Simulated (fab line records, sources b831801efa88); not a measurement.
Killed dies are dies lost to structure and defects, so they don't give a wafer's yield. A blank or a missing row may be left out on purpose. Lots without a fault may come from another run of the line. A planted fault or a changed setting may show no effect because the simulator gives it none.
Which tool did it? | flow sky130 | 13 lots, 39 wafers sampled, at 5 steps of a route of 708

WHAT THE GAUGES READ, wafer by wafer
The record holds no reading of a measuring or inspecting step that can be judged against a usual standard deviation.

WHICH TOOL RAN EACH LOT (tool, then ch and the chambers of the sampled wafers, then the start)
lot  | SKY_LOCAL_INTERCONNECT_STRIP_16 | SKY_PASSIVATION_CVD_02          | SKY_PASSIVATION_ETCH_11            | SKY_PAD_OPEN_STRIP_08                | SKY_PAD_OPEN_PROBE_99
L109 | wet_bench-03 ch 1, day 30 16:42 | pecvd-04 ch 0,1,2, day 44 05:52 | rie_diel-03 ch 0,1, day 45 03:59   | plasma_asher-03 ch 0,1, day 46 01:26 | -
L111 | wet_bench-03 ch 2, day 31 05:49 | pecvd-02 ch 0,1,2, day 44 14:29 | rie_diel-03 ch 1,3, day 45 11:44   | plasma_asher-03 ch 0,1, day 46 09:05 | -
L112 | wet_bench-03 ch 0, day 31 12:12 | pecvd-02 ch 0,1,2, day 44 20:06 | rie_diel-02 ch 1,3, day 45 17:22   | plasma_asher-01 ch 0,1, day 46 14:02 | -
L113 | wet_bench-03 ch 2, day 31 19:39 | pecvd-04 ch 1,2, day 45 02:16   | rie_diel-02 ch 1,2,3, day 45 23:50 | plasma_asher-03 ch 0,1, day 46 20:32 | prober-01, day 46 22:47
L115 | wet_bench-03 ch 3, day 32 22:54 | pecvd-02 ch 0,1,2, day 45 21:56 | rie_diel-04 ch 2,3, day 46 17:17   | plasma_asher-01 ch 0,1, day 47 13:17 | prober-01, day 47 15:34
L117 | wet_bench-02 ch 1, day 32 23:36 | pecvd-04 ch 0,2, day 46 01:08   | rie_diel-02 ch 0,3, day 46 22:01   | plasma_asher-03 ch 0,1, day 47 17:46 | -
L116 | wet_bench-03 ch 1, day 33 00:47 | pecvd-01 ch 1,2, day 46 01:31   | rie_diel-04 ch 1,2,3, day 46 22:35 | plasma_asher-02 ch 0,1, day 47 18:08 | prober-01, day 47 20:26
L120 | wet_bench-02 ch 0, day 33 22:36 | pecvd-04 ch 0,1,2, day 46 17:14 | rie_diel-04 ch 0,1,3, day 47 13:35 | plasma_asher-02 ch 0,1, day 48 07:47 | prober-01, day 48 10:05
L121 | wet_bench-03 ch 1, day 34 03:15 | pecvd-04 ch 0,2, day 46 22:37   | rie_diel-03 ch 1,2,3, day 47 18:56 | plasma_asher-01 ch 0,1, day 48 13:53 | prober-01, day 48 16:17
L122 | wet_bench-02 ch 2, day 34 21:35 | pecvd-01 ch 0,2, day 47 12:47   | rie_diel-04 ch 1,2, day 48 08:07   | plasma_asher-02 ch 1, day 49 01:59   | prober-02, day 49 04:51
L123 | wet_bench-02 ch 0, day 34 22:22 | pecvd-04 ch 0,1, day 47 12:58   | rie_diel-02 ch 0,1,3, day 48 08:11 | plasma_asher-03 ch 0,1, day 49 02:05 | prober-01, day 49 05:04
L129 | wet_bench-01 ch 1, day 37 00:31 | pecvd-04 ch 1,2, day 49 02:46   | rie_diel-02 ch 2,3, day 49 20:13   | plasma_asher-01 ch 0,1, day 50 12:41 | -
L132 | wet_bench-02 ch 0, day 38 03:04 | pecvd-04 ch 1,2, day 49 19:06   | rie_diel-03 ch 0,2, day 50 11:04   | plasma_asher-01 ch 0,1, day 51 01:44 | -
- SKY_LOCAL_INTERCONNECT_STRIP_16: strips in post etch residue remover, time 1200 s.
- SKY_PASSIVATION_CVD_02: deposits Si3N4, target thk 540 nm.
- SKY_PASSIVATION_ETCH_11: etches the open film in CF4/O2, stops on AlCu, target depth 725 nm, time 161.1 s.
- SKY_PAD_OPEN_STRIP_08: strips in O2/N2.
- SKY_PAD_OPEN_PROBE_99

WHAT THE TOOLS THEMSELVES READ (means of the sampled wafers that have a number; where no wafer has one, the mark that the record gives instead)
SKY_PASSIVATION_CVD_02.
lot  | tool     | heater_power_outer_w (W) | heater_power_w (W) | susceptor_temp_C (C)
L109 | pecvd-04 | 397                      | 690                | 400.14
L111 | pecvd-02 | 342                      | 600                | 400.02
L112 | pecvd-02 | 372                      | 634                | 399.97
L113 | pecvd-04 | 409                      | 710                | 400.05
L115 | pecvd-02 | 371                      | 628                | 400.10
L117 | pecvd-04 | 376                      | 624                | 400.06
L116 | pecvd-01 | 412                      | 730                | 399.98
L120 | pecvd-04 | 409                      | 693                | 399.86
L121 | pecvd-04 | 455                      | 747                | 399.80
L122 | pecvd-01 | 482                      | 767                | 400.01
L123 | pecvd-04 | 405                      | 694                | 400.07
L129 | pecvd-04 | 438                      | 737                | 399.95
L132 | pecvd-04 | 435                      | 757                | 399.91

SKY_PASSIVATION_ETCH_11.
lot  | tool        | drypump_motor_current_A (A) | oes_product_au (a.u.) | throttle_valve_pct (%)
L109 | rie_diel-03 | 6.3                         | 0.971                 | 5.969
L111 | rie_diel-03 | 6.3                         | 0.979                 | 5.965
L112 | rie_diel-02 | 5.2                         | 0.975                 | 5.969
L113 | rie_diel-02 | 5.8                         | 0.974                 | 5.958
L115 | rie_diel-04 | 6.3                         | 0.983                 | 5.970
L117 | rie_diel-02 | 5.5                         | 0.973                 | 5.965
L116 | rie_diel-04 | 6.2                         | 0.979                 | 5.966
L120 | rie_diel-04 | 5.8                         | 0.970                 | 5.964
L121 | rie_diel-03 | 5.9                         | 0.975                 | 5.975
L122 | rie_diel-04 | 6.3                         | 0.969                 | 5.963
L123 | rie_diel-02 | 5.6                         | 0.974                 | 5.957
L129 | rie_diel-02 | 5.3                         | 0.967                 | 5.961
L132 | rie_diel-03 | 5.9                         | 0.970                 | 5.958

SKY_PAD_OPEN_STRIP_08.
lot  | tool            | drypump_motor_current_A (A) | oes_product_au (a.u.) | strip_time_to_endpoint_s (s)
L109 | plasma_asher-03 | 5.4                         | 0.662                 | 37.06
L111 | plasma_asher-03 | 5.5                         | 0.664                 | 37.10
L112 | plasma_asher-01 | 6.0                         | 0.665                 | 36.97
L113 | plasma_asher-03 | 5.5                         | 0.666                 | 37.11
L115 | plasma_asher-01 | 5.8                         | 0.665                 | 37.11
L117 | plasma_asher-03 | 5.6                         | 0.660                 | 37.24
L116 | plasma_asher-02 | 6.4                         | 0.659                 | 37.06
L120 | plasma_asher-02 | 6.4                         | 0.661                 | 37.08
L121 | plasma_asher-01 | 6.0                         | 0.666                 | 37.01
L122 | plasma_asher-02 | 6.5                         | 0.663                 | 37.03
L123 | plasma_asher-03 | 5.4                         | 0.661                 | 36.99
L129 | plasma_asher-01 | 5.8                         | 0.666                 | 36.90
L132 | plasma_asher-01 | 6.0                         | 0.662                 | 36.88

SKY_PAD_OPEN_PROBE_99.
lot  | tool      | killed_at_M0_to_M3 | killed_at_M4_up | killed_at_contacts | killed_at_front_end | killed_at_other | killed_dies | killed_open | killed_short
L113 | prober-01 | 39                 | 5.0             | 25                 | 16                  | 0.3             | 86          | 48          | 38
L115 | prober-01 | 43                 | 2.7             | 25                 | 13                  | 0.3             | 84          | 45          | 38
L116 | prober-01 | 46                 | 2.7             | 21                 | 15                  | 0.0             | 85          | 46          | 39
L120 | prober-01 | 45                 | 3.7             | 22                 | 14                  | 1.3             | 87          | 47          | 39
L121 | prober-01 | 45                 | 3.7             | 19                 | 20                  | 0.3             | 88          | 46          | 41
L122 | prober-02 | 52                 | 2.7             | 39                 | 12                  | 0.0             | 106         | 46          | 35
L123 | prober-01 | 42                 | 4.0             | 59                 | 12                  | 0.3             | 118         | 44          | 37

THE ANSWER, worked out from the rows above alone
Rule: what is usual is taken from the lots themselves. Put in order of their means at a reading, lots are off if they are a third of the lots or fewer, leave a main group of 4 or more, and stand apart from it by a gap of 3 or more times the standard deviation of the main group's means; of several such gaps the widest counts. A main group whose means are all the same, to the digits that the tables above print for the reading, isn't used. A lot without any number at a reading at which 4 lots or more have one is off too. The other lots that the step has rows for count as sound. The gauges are gone through in route order, then the tools' own readings, and for those a lot's mean is taken as printed above. The first step at which some lot is off is used, and at that step the reading that is off furthest; a lot without a number counts as furthest.
Off: L122, L123, at SKY_PAD_OPEN_PROBE_99 (killed_dies). The main group: mean 86, standard deviation 1.4. Neither off nor sound, because the step has no rows for them: L109, L111, L112, L117, L129, L132.
A tool fits if, at that step or a process step before it, it ran every lot that is off, and no sound lot after the first of them. One fits: wet_bench-02 at SKY_LOCAL_INTERCONNECT_STRIP_16. Its last sound lot is L120 (day 33 22:36), its first lot that is off L122 (day 34 21:35): a fault that began between those two fits.

WHAT THE SIMULATOR HAD PUT IN
Chamber particle source: wet_bench-02, from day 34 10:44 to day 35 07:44, at SKY_LOCAL_INTERCONNECT_STRIP_16. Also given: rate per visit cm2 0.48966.
Lots struck among those shown: L122, L123. The rule above found the same.
